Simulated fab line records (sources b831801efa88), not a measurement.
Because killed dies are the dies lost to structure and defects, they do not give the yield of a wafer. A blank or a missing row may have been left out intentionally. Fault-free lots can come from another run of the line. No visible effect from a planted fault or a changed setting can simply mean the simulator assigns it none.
What tool caused it? | flow sky130 | 10 lots, 30 wafers sampled, at 3 steps of a route of 708

WHAT THE GAUGES SHOWED, per wafer
SKY_POLY_GATE_THK_MEAS_04.
lot  | measured     | on            | POLY_GATE_CVD_03_THK (nm)
L783 | day 15 08:56 | film-metro-01 | 75.8 75.8 76.1
L786 | day 16 23:04 | film-metro-02 | 75.2 75.6 75.6
L785 | day 17 01:30 | film-metro-01 | 74.2 74.5 74.4
L790 | day 18 10:55 | film-metro-02 | 49.2 48.7 48.7
L791 | day 19 01:18 | film-metro-02 | 48.8 48.2 48.7
L792 | day 19 06:16 | film-metro-02 | 48.7 47.9 48.5
L799 | day 21 22:15 | film-metro-04 | 75.4 75.5 74.9
L800 | day 22 05:16 | film-metro-01 | 76.3 75.0 75.3
L802 | day 22 16:58 | film-metro-04 | 75.4 75.8 76.0
L805 | day 23 15:49 | film-metro-02 | 76.7 77.0 76.6

WHICH TOOL RAN EACH LOT (tool, then ch and the chambers of the sampled wafers, then the start)
lot  | SKY_SONOS_ONO_STRIP_17               | SKY_POLY_GATE_CVD_03
L783 | plasma-asher-04 ch 0,1, day 12 18:15 | lpcvd-02 ch 1, day 15 07:35
L786 | plasma-asher-03 ch 0,1, day 14 05:38 | lpcvd-02 ch 0, day 16 21:41
L785 | plasma-asher-01 ch 0,1, day 14 08:41 | lpcvd-02 ch 1, day 17 00:07
L790 | plasma-asher-03 ch 0,1, day 15 16:08 | lpcvd-02 ch 1, day 18 09:33
L791 | plasma-asher-04 ch 0,1, day 16 03:47 | lpcvd-02 ch 1, day 18 23:57
L792 | plasma-asher-04 ch 0,1, day 16 07:35 | lpcvd-02 ch 0, day 19 04:13
L799 | plasma-asher-03 ch 0,1, day 19 01:06 | lpcvd-02 ch 0, day 21 20:53
L800 | plasma-asher-03 ch 1, day 19 09:49   | lpcvd-02 ch 1, day 22 03:54
L802 | plasma-asher-01 ch 0,1, day 19 21:51 | lpcvd-02 ch 1, day 22 15:35
L805 | plasma-asher-04 ch 0,1, day 20 19:14 | lpcvd-02 ch 0, day 23 14:28
- SKY_SONOS_ONO_STRIP_17: strips in O2/N2.
- SKY_POLY_GATE_CVD_03: deposits Si3N4 from DCS/NH3, target thk 75 nm, time 1290 s.

THE ANSWER, worked out from the rows above alone
Rule: the lots themselves supply what counts as usual. Put in order of their means at a reading, lots are off if they are a third of the lots or fewer, leave a main group of 4 or more, and stand apart from it by a gap of 3 or more times the standard deviation of the main group's means; of several such gaps the widest counts. The tables above print the reading to a certain number of digits; a main group whose means all agree to those digits is not used. A lot without any number at a reading at which 4 lots or more have one is off too. Any other lot the step has rows for is counted as sound.
Off: at SKY_POLY_GATE_THK_MEAS_04 (POLY_GATE_CVD_03_THK), L790, L791, L792. Main group: mean 75.6 nm, sd 0.67.
A tool fits if, at a process step before that reading, it ran every lot that is off, and no sound lot after the first of them. The gauges at SKY_POLY_GATE_THK_MEAS_04 are tried like those tools. No candidate that was tried fits.

WHAT THE SIMULATOR HAD INSERTED
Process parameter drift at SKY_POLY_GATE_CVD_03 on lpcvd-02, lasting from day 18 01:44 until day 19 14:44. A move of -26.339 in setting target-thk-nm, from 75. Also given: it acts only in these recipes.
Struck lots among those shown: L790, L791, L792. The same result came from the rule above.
